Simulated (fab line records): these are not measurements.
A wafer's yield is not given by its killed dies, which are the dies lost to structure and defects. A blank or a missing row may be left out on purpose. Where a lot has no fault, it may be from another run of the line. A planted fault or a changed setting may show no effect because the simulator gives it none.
fab line records ; flow sky130
record lots=5; wafers=15; last_day=50
route steps=708 shown SONOS_ONO@172 GATE_OXIDE@187 POLY_GATE@204 RES_PROTECT@206 SALICIDE@361 PAD_OPEN@708
lots untouched by any fault: they come from a run of this same line in which no faults occurred
start_h: hours from the record's opening day to when the first of the lot's shown wafers began ; wait_h: time in hours since the lot's previous step ; " repeats the value in the row above ; L1.1+2: several wafers, shown together as one row ; - no value present, or no start provided ; * or withheld: withheld ; < > ~ a bound
route shown NAME@n: names a module that has steps shown in the file, with the first one's number in the route ; usual: mean and standard deviation over wafers with no fault ; same: alike in all rows ; chamber/n: place in a boat ; sites: the reading at each site ; _std_site: the values' standard deviation ; _edge_site: mean of outer sites minus mean of inner sites ; radius_mm: how far each site lies from the wafer's centre ; mask NAME#n: copy n ; behind: tool/chamber where the wafer was last shaped ; hold: reason for holding the lot/hours on hold/outcome of the hold ; device: the n, p or np transistor that did not switch ; end of line: tests run on the same wafers once the route is complete ; a step given without rows: its recipe and nothing more ; killed: count of dies lost to structure and defects at first sort (not the wafer's yield) ; map: a wafer's dies, x killed, . not, _ none there
set.NAME: the setting the step ran with; set.NAME@STEP: the setting that earlier step ran with ; model.NAME: the simulator's own value behind a step, which no gauge read
lots at some steps of the route; a table a step, a row a wafer
services: from which hour (start_h, from the record's first day; less than 0 if before it) a tool's chamber was out of use, for how many hours, and why
## steps
# step SKY_SONOS_ONO_CVD_04
# recipe material=SiO2; precursor=SiH4/N2O; target_thk_nm=5.7199; temp_c=900; pressure_mtorr=400
# step SKY_SONOS_ONO_THK_MEAS_05
# recipe reads=SiO2_of_SONOS_ONO_CVD_04
# usual SONOS_ONO_CVD_04_THK=5.64/0.1
lot.wafer;tool;chamber;start_h;wait_h;SONOS_ONO_CVD_04_THK[nm]
L328.4;film_metro-01;-;281.19;0.0;5.62
L328.5;film_metro-01;-;281.19;0.0;5.62
L328.6;film_metro-01;-;281.19;0.0;5.64
L332.1;film_metro-01;-;312.75;0.0;5.57
L332.3;film_metro-01;-;312.75;0.0;5.75
L332.4;film_metro-01;-;312.75;0.0;5.61
L339.3;film_metro-04;-;371.02;0.0;5.63
L339.5;film_metro-04;-;371.02;0.0;5.74
L339.6;film_metro-04;-;371.02;0.0;5.71
L341.2;film_metro-04;-;388.78;0.0;5.62
L341.3;film_metro-04;-;388.78;0.0;5.51
L341.4;film_metro-04;-;388.78;0.0;5.54
L346.1;film_metro-02;-;419.85;0.0;5.61
L346.3;film_metro-02;-;419.85;0.0;5.64
L346.6;film_metro-02;-;419.85;0.0;5.61
# step SKY_SONOS_ONO_DEHYDRATE_06
# recipe temp_c=200; time_s=60
# step SKY_SONOS_ONO_HMDS_07
# recipe prime_time_s=60; prime_temp_c=120
# step SKY_SONOS_ONO_COAT_08
# recipe resist=NOVOLAK; spin_rpm=3000; resist_thk_nm=1140
# step SKY_SONOS_ONO_SOFTBAKE_09
# recipe temp_c=90; time_s=60; resist=NOVOLAK
# step SKY_SONOS_ONO_EXPOSE_10
# recipe mask_id=ONOM; target_cd_nm=410; na=0.6; source_shape=conventional; sigma_outer=0.6; dose_mj=150
# step SKY_SONOS_ONO_PEB_11
# recipe temp_c=withheld; time_s=*; resist=NOVOLAK
# step SKY_SONOS_ONO_DEVELOP_12
# recipe develop_time_s=60; dev_temp_c=23
# step SKY_SONOS_ONO_CD_MEAS_13
# recipe target_cd_nm=410
# usual cd_nm=409.9/2.7
lot.wafer;tool;chamber;start_h;wait_h;cd_nm
L328.4;cd_sem-02;-;306.42;0.1;405.6
L328.5;cd_sem-02;-;306.42;0.1;405.7
L328.6;cd_sem-02;-;306.42;0.1;406.4
L332.1;cd_sem-01;-;338.62;0.1;413.0
L332.3;cd_sem-01;-;338.62;0.1;410.2
L332.4;cd_sem-01;-;338.62;0.1;413.8
L339.3;cd_sem-02;-;398.85;0.1;412.6
L339.5;cd_sem-02;-;398.85;0.1;411.4
L339.6;cd_sem-02;-;398.85;0.1;409.4
L341.2;cd_sem-02;-;418.45;0.3;411.3
L341.3;cd_sem-02;-;418.45;0.3;408.5
L341.4;cd_sem-02;-;418.45;0.3;410.1
L346.1;cd_sem-01;-;450.67;0.1;410.0
L346.3;cd_sem-01;-;450.67;0.1;408.1
L346.6;cd_sem-01;-;450.67;0.1;407.8
# step SKY_SONOS_ONO_OVL_MEAS_14
# usual SONOS_ONO_OVL=0.7/1.3
lot.wafer;tool;chamber;start_h;wait_h;SONOS_ONO_OVL[nm]
L328.4;overlay-02;-;306.50;0.1;1.6
L328.5;overlay-02;-;306.50;0.1;1.8
L328.6;overlay-02;-;306.50;0.1;3.1
L332.1;overlay-02;-;338.74;0.1;2.9
L332.3;overlay-02;-;338.74;0.1;1.8
L332.4;overlay-02;-;338.74;0.1;0.2
L339.3;overlay-01;-;398.94;0.1;0.2
L339.5;overlay-01;-;398.94;0.1;0.3
L339.6;overlay-01;-;398.94;0.1;0.2
L341.2;overlay-01;-;418.55;0.1;-1.0
L341.3;overlay-01;-;418.55;0.1;-0.1
L341.4;overlay-01;-;418.55;0.1;-1.0
L346.1;overlay-01;-;450.79;0.1;-2.1
L346.3;overlay-01;-;450.79;0.1;1.9
L346.6;overlay-01;-;450.79;0.1;0.1
# step SKY_SONOS_ONO_ETCH_15
# recipe target_depth_nm=19.52; chemistry=CHF3/O2; source_w=600; bias_w=200; pressure_mtorr=40; chf3_flow_sccm=50; O2_flow_sccm=5; time_s=7.8
# usual drypump_motor_current_A=5.6/0.45; oes_product_au=1.000/0.015; throttle_valve_pct=8.825/0.0097
lot.wafer;tool;chamber;start_h;wait_h;drypump_motor_current_A;oes_product_au;rf_hours_counter_h;throttle_valve_pct
L328.4;rie_diel-04;3;306.52;0.0;6.1;0.985;8;8.840
L328.5;rie_diel-04;2;306.52;0.0;5.2;1.006;-;8.826
L328.6;rie_diel-04;3;306.52;0.0;6.1;0.980;-;8.820
L332.1;rie_diel-01;3;338.77;0.0;4.9;1.028;1;8.833
L332.3;rie_diel-01;0;338.77;0.0;5.4;0.980;0;8.823
L332.4;rie_diel-01;1;338.77;0.0;5.3;0.996;2;8.834
L339.3;rie_diel-02;3;398.97;0.0;6.2;0.992;86;8.834
L339.5;rie_diel-02;3;398.97;0.0;6.2;0.995;-;8.833
L339.6;rie_diel-02;0;398.97;0.0;5.0;0.992;-;8.820
L341.2;rie_diel-04;3;418.58;0.0;6.1;0.974;10;8.829
L341.3;rie_diel-04;1;418.58;0.0;5.7;1.017;78;8.828
L341.4;rie_diel-04;2;418.58;0.0;5.2;0.994;26;8.823
L346.1;rie_diel-04;1;450.82;0.0;5.8;1.016;78;8.832
L346.3;rie_diel-04;0;450.82;0.0;6.0;0.996;87;8.819
L346.6;rie_diel-04;1;450.82;0.0;5.7;1.022;-;8.824
# step SKY_SONOS_ONO_WET_ETCH_16
# recipe chemistry=dHF; target_depth_nm=14; dry=n2_spin; target=SiO2; dilution=100:1; temp_c=25; time_s=280
# usual run_length_s=308/3.9
lot.wafer;tool;chamber;start_h;wait_h;run_length_s;model.SiO2_of_FIELD_ISO_CVD_24.thk_nm
L328.4;wet_bench-01;1;306.54;0.0;306;383.8
L328.5;wet_bench-01;1;306.54;0.0;306;383.5
L328.6;wet_bench-01;1;306.54;0.0;306;385.5
L332.1;wet_bench-01;3;338.79;0.0;172;389.3
L332.3;wet_bench-01;3;338.79;0.0;172;391.2
L332.4;wet_bench-01;3;338.79;0.0;172;391.2
L339.3;wet_bench-03;1;398.99;0.0;306;385.4
L339.5;wet_bench-03;1;398.99;0.0;306;384.3
L339.6;wet_bench-03;1;398.99;0.0;306;383.9
L341.2;wet_bench-04;3;418.60;0.0;305;383.3
L341.3;wet_bench-04;3;418.60;0.0;305;385.1
L341.4;wet_bench-04;3;418.60;0.0;305;383
L346.1;wet_bench-04;2;450.84;0.0;305;383.9
L346.3;wet_bench-04;2;450.84;0.0;305;383.2
L346.6;wet_bench-04;2;450.84;0.0;305;381.4
# step SKY_SONOS_ONO_STRIP_17
# recipe chemistry=O2/N2; power_w=1400; pressure_mtorr=1500; platen_temp_c=withheld; o2_flow_sccm=3000; n2_flow_sccm=300; overash_fraction=0.5
# usual drypump_motor_current_A=5.7/0.4; oes_product_au=0.710/0.0047; strip_time_to_endpoint_s=14.12/0.045
lot.wafer;tool;chamber;start_h;wait_h;drypump_motor_current_A;oes_product_au;rf_hours_counter_h;strip_time_to_endpoint_s
L328.4;plasma_asher-01;0;306.66;0.0;5.9;0.712;-;14.10
L328.5;plasma_asher-01;1;306.66;0.0;5.2;0.702;-;14.14
L328.6;plasma_asher-01;0;306.66;0.0;5.9;0.717;-;14.11
L332.1;plasma_asher-04;0;338.88;0.0;6.1;0.714;59;14.19
L332.3;plasma_asher-04;0;338.88;0.0;6.1;0.713;-;14.15
L332.4;plasma_asher-04;1;338.88;0.0;5.4;0.715;-;14.09
L339.3;plasma_asher-04;0;399.11;0.0;6.0;0.714;-;14.22
L339.5;plasma_asher-04;0;399.11;0.0;6.0;0.706;-;14.21
L339.6;plasma_asher-04;1;399.11;0.0;5.4;0.710;-;14.18
L341.2;plasma_asher-04;0;418.69;0.0;6.1;0.714;66;14.11
L341.3;plasma_asher-04;1;418.69;0.0;5.4;0.719;-;14.11
L341.4;plasma_asher-04;0;418.69;0.0;6.1;0.707;-;14.12
L346.1;plasma_asher-04;1;450.93;0.0;5.4;0.710;70;14.18
L346.3;plasma_asher-04;0;450.93;0.0;6.0;0.708;-;14.15
L346.6;plasma_asher-04;0;450.93;0.0;6.1;0.705;-;14.14
# step SKY_SONOS_ONO_WET_ETCH_18
# recipe chemistry=H3PO4; target_depth_nm=15; target=Si3N4; temp_c=160; time_s=172
# step SKY_GATE_OXIDE_CLEAN_00
# recipe chemistry=SC1/SC2; mix=1:4:20; temp_c=70; time_s=150; dry=n2_spin
# step SKY_GATE_OXIDE_OXIDATION_01
# recipe temp_c=900; ambient=O2; stabilise_s=600; purge_s=300; target_thk_a=102.68; ox_time_s=1473
# step SKY_GATE_OXIDE_THK_MEAS_02
# recipe reads=SiO2_of_GATE_OXIDE_OXIDATION_01
# usual GATE_OXIDE_OXIDATION_00_THK=10.38/0.2
lot.wafer;tool;chamber;start_h;wait_h;GATE_OXIDE_OXIDATION_00_THK[nm]
L328.4;film_metro-03;-;309.98;0.0;10.49
L328.5;film_metro-03;-;309.98;0.0;10.48
L328.6;film_metro-03;-;309.98;0.0;10.33
L332.1;film_metro-04;-;341.06;0.0;10.82
L332.3;film_metro-04;-;341.06;0.0;10.66
L332.4;film_metro-04;-;341.06;0.0;10.65
L339.3;film_metro-04;-;402.16;0.0;10.37
L339.5;film_metro-04;-;402.16;0.0;10.24
L339.6;film_metro-04;-;402.16;0.0;10.15
L341.2;film_metro-04;-;420.31;0.0;10.52
L341.3;film_metro-04;-;420.31;0.0;10.44
L341.4;film_metro-04;-;420.31;0.0;10.71
L346.1;film_metro-04;-;452.56;0.0;10.50
L346.3;film_metro-04;-;452.56;0.0;10.50
L346.6;film_metro-04;-;452.56;0.0;10.50
# step SKY_GATE_OXIDE_DEHYDRATE_03
# recipe temp_c=200; time_s=60
# step SKY_GATE_OXIDE_HMDS_04
# recipe prime_time_s=60; prime_temp_c=120
# step SKY_GATE_OXIDE_COAT_05
# recipe resist=NOVOLAK; spin_rpm=3000; resist_thk_nm=1140
# step SKY_GATE_OXIDE_SOFTBAKE_06
# recipe temp_c=90; time_s=60; resist=NOVOLAK
# step SKY_GATE_OXIDE_EXPOSE_07
# recipe mask_id=LVOM; na=0.6; source_shape=conventional; sigma_outer=0.6; polarization=unpolarized; target_cd_nm=600; dose_mj=170
# step SKY_GATE_OXIDE_PEB_08
# recipe temp_c=withheld; time_s=*; resist=NOVOLAK
# step SKY_GATE_OXIDE_DEVELOP_09
# recipe resist=NOVOLAK; developer=TMAH; develop_time_s=60; dev_temp_c=23
# step SKY_GATE_OXIDE_OVL_MEAS_10
# usual GATE_OXIDE_OVL=-0.3/1.6
lot.wafer;tool;chamber;start_h;wait_h;GATE_OXIDE_OVL[nm]
L328.4;overlay-02;-;336.38;0.1;-1.3
L328.5;overlay-02;-;336.38;0.1;-3.9
L328.6;overlay-02;-;336.38;0.1;-1.1
L332.1;overlay-02;-;368.69;0.1;0.6
L332.3;overlay-02;-;368.69;0.1;0.9
L332.4;overlay-02;-;368.69;0.1;0.5
L339.3;overlay-01;-;432.17;0.1;-1.1
L339.5;overlay-01;-;432.17;0.1;1.1
L339.6;overlay-01;-;432.17;0.1;-0.9
L341.2;overlay-02;-;450.82;0.1;1.1
L341.3;overlay-02;-;450.82;0.1;0.3
L341.4;overlay-02;-;450.82;0.1;-0.6
L346.1;overlay-02;-;482.94;0.1;2.1
L346.3;overlay-02;-;482.94;0.1;-0.4
L346.6;overlay-02;-;482.94;0.1;-0.4
# step SKY_GATE_OXIDE_IMPLANT_11
# recipe species=B; energy_kev=10; dose_cm2=2.6e+12; tilt_deg=withheld
# step SKY_GATE_OXIDE_WET_ETCH_12
# recipe chemistry=dHF; target_depth_nm=16.8; dry=n2_spin; target=SiO2; dilution=100:1; temp_c=25; time_s=336
# step SKY_GATE_OXIDE_STRIP_13
# recipe chemistry=O2/N2; power_w=1400; pressure_mtorr=1500; platen_temp_c=withheld; o2_flow_sccm=3000; n2_flow_sccm=300; overash_fraction=0.5
# usual drypump_motor_current_A=5.68/0.26; oes_product_au=0.716/0.0044; strip_time_to_endpoint_s=14.19/0.038
lot.wafer;tool;chamber;start_h;wait_h;drypump_motor_current_A;oes_product_au;rf_hours_counter_h;strip_time_to_endpoint_s
L328.4;plasma_asher-04;1;336.68;0.0;5.42;0.723;-;14.12
L328.5;plasma_asher-04;1;336.68;0.0;5.41;0.716;-;14.14
L328.6;plasma_asher-04;0;336.68;0.0;6.06;0.712;-;14.14
L332.1;plasma_asher-03;0;368.98;0.0;5.75;0.722;56;14.17
L332.3;plasma_asher-03;1;368.98;0.0;5.70;0.715;-;14.18
L332.4;plasma_asher-03;0;368.98;0.0;5.76;0.718;-;14.21
L339.3;plasma_asher-01;1;432.48;0.0;5.17;0.716;-;14.18
L339.5;plasma_asher-01;0;432.48;0.0;5.86;0.714;-;14.20
L339.6;plasma_asher-01;1;432.48;0.0;5.19;0.712;-;14.25
L341.2;plasma_asher-03;0;451.10;0.0;5.71;0.708;65;14.22
L341.3;plasma_asher-03;1;451.10;0.0;5.69;0.719;-;14.20
L341.4;plasma_asher-03;0;451.10;0.0;5.69;0.710;-;14.21
L346.1;plasma_asher-03;0;483.23;0.0;5.73;0.714;69;14.21
L346.3;plasma_asher-03;1;483.23;0.0;5.69;0.709;-;14.23
L346.6;plasma_asher-03;0;483.23;0.0;5.72;0.717;-;14.23
# step SKY_GATE_OXIDE_TW_MEAS_14
# usual GATE_OXIDE_TW=223.5/2.7
lot.wafer;tool;chamber;start_h;wait_h;GATE_OXIDE_TW
L328.4;film_metro-01;-;336.78;0.1;226.4
L328.5;film_metro-01;-;336.78;0.1;225.8
L328.6;film_metro-01;-;336.78;0.1;225.3
L332.1;film_metro-01;-;369.08;0.1;226.9
L332.3;film_metro-01;-;369.08;0.1;226.6
L332.4;film_metro-01;-;369.08;0.1;226.0
L339.3;film_metro-01;-;432.57;0.1;225.5
L339.5;film_metro-01;-;432.57;0.1;226.0
L339.6;film_metro-01;-;432.57;0.1;225.6
L341.2;film_metro-03;-;451.21;0.1;223.4
L341.3;film_metro-03;-;451.21;0.1;222.0
L341.4;film_metro-03;-;451.21;0.1;222.9
L346.1;film_metro-01;-;483.33;0.1;225.8
L346.3;film_metro-01;-;483.33;0.1;224.8
L346.6;film_metro-01;-;483.33;0.1;226.4
# step SKY_GATE_OXIDE_CLEAN_15
# recipe chemistry=SC1/SC2; mix=1:4:20; temp_c=70; time_s=150; dry=n2_spin
# step SKY_GATE_OXIDE_OXIDATION_16
# recipe temp_c=800; ambient=O2; idle_temp_c=700; ramp_up_c_per_min=10; ramp_down_c_per_min=3; stabilise_s=600; purge_s=300; target_thk_a=35.7; ox_time_s=1915
# step SKY_POLY_GATE_CVD_00
# recipe material=poly-Si; target_thk_nm=180; temp_c=620; time_s=720; pressure_mtorr=200
# step SKY_POLY_GATE_THK_MEAS_01
# recipe reads=poly-Si_of_POLY_GATE_CVD_00
# usual POLY_GATE_CVD_00_THK=180.8/1.8
lot.wafer;tool;chamber;start_h;wait_h;POLY_GATE_CVD_00_THK[nm]
L328.4;film_metro-01;-;340.23;0.0;182.8
L328.5;film_metro-01;-;340.23;0.0;183.4
L328.6;film_metro-01;-;340.23;0.0;182.5
L332.1;film_metro-02;-;372.34;0.0;179.9
L332.3;film_metro-02;-;372.34;0.0;180.3
L332.4;film_metro-02;-;372.34;0.0;180.6
L339.3;film_metro-02;-;435.41;0.0;181.1
L339.5;film_metro-02;-;435.41;0.0;180.4
L339.6;film_metro-02;-;435.41;0.0;180.9
L341.2;film_metro-03;-;454.95;0.0;175.6
L341.3;film_metro-03;-;454.95;0.0;176.6
L341.4;film_metro-03;-;454.95;0.0;176.7
L346.1;film_metro-02;-;486.63;0.0;179.5
L346.3;film_metro-02;-;486.63;0.0;179.9
L346.6;film_metro-02;-;486.63;0.0;178.4
# step SKY_RES_PROTECT_DEHYDRATE_00
# recipe temp_c=200; time_s=60
# step SKY_RES_PROTECT_HMDS_01
# recipe prime_time_s=60; prime_temp_c=120
# step SKY_RES_PROTECT_COAT_02
# recipe resist=NOVOLAK; spin_rpm=3000; resist_thk_nm=1140
# step SKY_RES_PROTECT_SOFTBAKE_03
# recipe temp_c=90; time_s=60; resist=NOVOLAK
# step SKY_RES_PROTECT_EXPOSE_04
# recipe mask_id=RPM; na=0.6; source_shape=conventional; sigma_outer=0.6; polarization=unpolarized; target_cd_nm=1270; dose_mj=131
# step SKY_RES_PROTECT_PEB_05
# recipe temp_c=withheld; time_s=*; resist=NOVOLAK
# step SKY_RES_PROTECT_DEVELOP_06
# recipe resist=NOVOLAK; developer=TMAH; develop_time_s=60; dev_temp_c=23
# step SKY_POLY_GATE_IMPLANT_02
# recipe species=P; energy_kev=30; dose_cm2=7.7e+15; tilt_deg=0
# step SKY_SALICIDE_CLEAN_00
# recipe chemistry=HF-last; time_s=30; dilution=100:1; dry=ipa_marangoni
lot.wafer;tool;chamber;start_h;wait_h;model.SiO2_of_FIELD_ISO_CVD_24.thk_nm
L328.4;wet_bench-02;2;677.71;0.0;358.8
L328.5;wet_bench-02;2;677.71;0.0;358.4
L328.6;wet_bench-02;2;677.71;0.0;360.4
L332.1;wet_bench-02;3;704.71;0.1;364.3
L332.3;wet_bench-02;3;704.71;0.1;366.1
L332.4;wet_bench-02;3;704.71;0.1;366.2
L339.3;wet_bench-03;0;785.81;0.1;360.2
L339.5;wet_bench-03;0;785.81;0.1;359
L339.6;wet_bench-03;0;785.81;0.1;358.7
L341.2;wet_bench-03;1;786.16;0.1;358.2
L341.3;wet_bench-03;1;786.16;0.1;360.1
L341.4;wet_bench-03;1;786.16;0.1;358
L346.1;wet_bench-02;0;811.57;0.1;358.3
L346.3;wet_bench-02;0;811.57;0.1;357.7
L346.6;wet_bench-02;0;811.57;0.1;356
# step SKY_PAD_OPEN_PROBE_99
# usual killed_at_M0_to_M3=44/6.5; killed_at_M4_up=2.9/1.7; killed_at_contacts=24/5.7; killed_at_front_end=16/4.4; killed_at_other=0.2/0.48; killed_dies=87/9.6; killed_open=48/6.7; killed_short=38/6.2
# same gross_dies=492; killed_at_back_side=0
lot.wafer;tool;chamber;start_h;wait_h;killed_at_M0_to_M3;killed_at_M4_up;killed_at_contacts;killed_at_front_end;killed_at_other;killed_dies;killed_open;killed_short;model.etest.sram_nfet_pass.off_log10_a_um
L328.4;prober-02;-;1100.71;0.2;47;4;24;16;0;91;51;40;-12.9
L328.5;prober-02;-;1100.76;0.2;53;2;21;24;2;102;56;44;-12.78
L328.6;prober-02;-;1100.81;0.2;43;5;27;21;0;96;53;43;-12.95
L332.1;prober-02;-;1121.73;0.1;41;0;20;11;0;72;35;37;-12.76
L332.3;prober-02;-;1121.83;0.2;47;1;36;12;0;96;58;38;-12.95
L332.4;prober-02;-;1121.88;0.2;46;2;17;20;1;86;42;44;-12.89
L339.5;prober-01;-;1178.57;0.2;30;6;10;17;0;63;37;26;-13.14
L339.6;prober-01;-;1178.62;0.2;33;5;23;14;1;76;43;33;-12.52
L341.2;prober-02;-;1180.29;0.1;46;4;30;20;0;100;47;53;-12.9
L341.3;prober-02;-;1180.34;0.2;36;4;22;17;1;80;46;34;-12.98
L341.4;prober-02;-;1180.39;0.2;44;5;37;12;0;98;51;47;-12.68
L346.1;prober-02;-;1198.14;0.1;47;0;21;16;0;84;49;35;-12.59
L346.3;prober-02;-;1198.24;0.2;44;5;24;15;0;88;45;41;-12.6
L346.6;prober-02;-;1198.39;0.2;44;3;22;16;0;85;47;38;-12.53
# killed by level:class
L328.4 VIA1:geometric_particle:open=8 VIA2:geometric_particle:open=8 CONTACT:geometric_particle:open=7 LI_CONTACT:geometric_particle:open=5 LOCAL_INTERCONNECT:geometric_particle:short=5 METAL2:geometric_particle:short=5 VIA3:geometric_particle:open=5 FIELD_ISO:geometric_particle:short=4
L328.5 VIA2:geometric_particle:open=12 METAL1:geometric_particle:short=7 VIA1:geometric_particle:open=7 FIELD_ISO:geometric_particle:open=6 POLY_GATE:geometric_particle:open=6 LI_CONTACT:geometric_particle:open=6 FIELD_ISO:geometric_particle:short=5 POLY_GATE:geometric_particle:short=5
L328.6 VIA2:geometric_particle:open=14 LI_CONTACT:geometric_particle:open=8 FIELD_ISO:geometric_particle:short=7 CONTACT:geometric_particle:open=7 LOCAL_INTERCONNECT:geometric_particle:short=7 METAL2:geometric_particle:short=7 POLY_GATE:geometric_particle:open=5 VIA1:geometric_particle:open=5
L332.1 VIA1:geometric_particle:open=8 METAL2:geometric_particle:short=6 LI_CONTACT:geometric_particle:open=6 LOCAL_INTERCONNECT:geometric_particle:short=6 VIA2:geometric_particle:open=6 VIA3:geometric_particle:open=5 METAL3:geometric_particle:short=4 POLY_GATE:geometric_particle:short=3
L332.3 CONTACT:geometric_particle:open=12 VIA1:geometric_particle:open=11 VIA3:geometric_particle:open=10 LI_CONTACT:geometric_particle:open=8 CONTACT:geometric_particle:short=7 VIA2:geometric_particle:open=7 METAL2:geometric_particle:short=6 FIELD_ISO:geometric_particle:open=5
L332.4 METAL2:geometric_particle:short=10 POLY_GATE:geometric_particle:short=8 METAL1:geometric_particle:short=8 VIA2:geometric_particle:open=7 CONTACT:geometric_particle:open=7 VIA1:geometric_particle:open=7 VIA3:geometric_particle:open=6 POLY_GATE:geometric_particle:open=4
L339.5 POLY_GATE:geometric_particle:open=6 CONTACT:geometric_particle:open=6 VIA1:geometric_particle:open=5 METAL1:geometric_particle:short=5 FIELD_ISO:geometric_particle:open=4 VIA2:geometric_particle:open=4 VIA3:geometric_particle:open=4 METAL4:geometric_particle:short=4
L339.6 VIA1:geometric_particle:open=9 CONTACT:geometric_particle:open=7 VIA2:geometric_particle:open=7 VIA3:geometric_particle:open=6 LI_CONTACT:geometric_particle:open=5 CONTACT:geometric_particle:short=5 POLY_GATE:geometric_particle:open=4 METAL4:geometric_particle:short=4
L341.2 CONTACT:geometric_particle:open=12 VIA1:geometric_particle:open=12 CONTACT:geometric_particle:short=10 VIA1:geometric_particle:short=9 METAL1:geometric_particle:short=6 VIA2:geometric_particle:open=5 METAL3:geometric_particle:short=5 FIELD_ISO:geometric_particle:open=4
L341.3 CONTACT:geometric_particle:open=8 VIA2:geometric_particle:open=7 VIA1:geometric_particle:open=6 VIA3:geometric_particle:open=5 POLY_GATE:geometric_particle:short=4 CONTACT:geometric_particle:short=4 LI_CONTACT:geometric_particle:open=4 LOCAL_INTERCONNECT:geometric_particle:short=4
L341.4 CONTACT:geometric_particle:open=13 VIA3:geometric_particle:open=10 LI_CONTACT:geometric_particle:short=7 LI_CONTACT:geometric_particle:open=6 LOCAL_INTERCONNECT:geometric_particle:short=6 VIA1:geometric_particle:open=6 VIA2:geometric_particle:short=6 VIA2:geometric_particle:open=6
L346.1 VIA1:geometric_particle:open=12 CONTACT:geometric_particle:open=9 LI_CONTACT:geometric_particle:open=6 METAL1:geometric_particle:short=6 VIA3:geometric_particle:open=6 FIELD_ISO:geometric_particle:short=5 VIA2:geometric_particle:open=5 METAL2:geometric_particle:short=5
L346.3 VIA1:geometric_particle:open=9 CONTACT:geometric_particle:open=8 METAL2:geometric_particle:short=8 LI_CONTACT:geometric_particle:open=6 VIA1:geometric_particle:short=6 POLY_GATE:geometric_particle:short=5 VIA3:geometric_particle:open=5 CONTACT:geometric_particle:short=5
L346.6 VIA1:geometric_particle:open=10 VIA3:geometric_particle:open=10 CONTACT:geometric_particle:open=9 POLY_GATE:geometric_particle:short=6 METAL1:geometric_particle:short=6 LOCAL_INTERCONNECT:geometric_particle:short=5 METAL3:geometric_particle:short=5 VIA2:geometric_particle:open=5
## services
tool;chamber;start_h;hours;kind
plasma_asher-04;-;357.79;2.8;pm
plasma_asher-03;-;360.61;0.7;repair
rie_diel-04;2;403.14;5.7;repair
wet_bench-04;-;455.09;6.5;repair
rie_diel-04;2;457.73;14.1;repair
rie_diel-04;0;468.29;5.0;repair
rie_diel-04;0;477.08;2.4;repair
rie_diel-04;-;486.76;0.9;repair
plasma_asher-03;-;532.04;1.2;repair
plasma_asher-03;-;546.80;15.6;pm
rie_diel-04;2;558.09;33.6;repair
wet_bench-03;-;601.71;2.6;repair
wet_bench-02;-;603.97;1.9;repair
plasma_asher-04;-;613.78;2.4;repair
plasma_asher-03;-;620.85;22.9;repair
rie_diel-04;2;652.67;8.3;repair
rie_diel-04;0;669.01;9.8;repair
plasma_asher-03;-;688.47;2.8;pm
rie_diel-04;-;694.05;4.3;pm
plasma_asher-04;-;733.75;9.0;pm
rie_diel-04;-;735.83;0.3;repair
rie_diel-04;-;753.35;69.9;repair
rie_diel-04;3;757.72;4.4;repair
wet_bench-03;-;764.39;1.9;pm
## key
first_sign step=SKY_SONOS_ONO_WET_ETCH_16; reading=run_length_s; direction=down; sigmas=35; usual=*; struck=*
effect none on later readings
model_effect step=SKY_SONOS_ONO_WET_ETCH_16; value=SiO2_of_FIELD_ISO_CVD_24.thk_nm; without=383; struck=390.6
model_effect step=SKY_SALICIDE_CLEAN_00; value=SiO2_of_FIELD_ISO_CVD_24.thk_nm; without=358; struck=365.5
model_effect step=SKY_PAD_OPEN_PROBE_99; value=etest.sram_nfet_pass.off_log10_a_um; without=-12.56; struck=-12.86
met_at SKY_SONOS_ONO_WET_ETCH_16
struck_wafers L332.1,L332.3,L332.4
tester_left_out L332
fault kind=process_parameter_drift; tool=wet_bench-01; chamber=3; onset_h=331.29; steps=SKY_SONOS_ONO_WET_ETCH_16; channel=time_s; offset=*; shape=step; end_h=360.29; acts_in=*; stated=*
# tester_left_out: of these lots the tester's yield and bins aren't shown, on N5 and GAA mostly nor the transistor test; their killed dies are dies lost to structure and defects alone, not to doping, threshold or leakage, so they don't give the yield
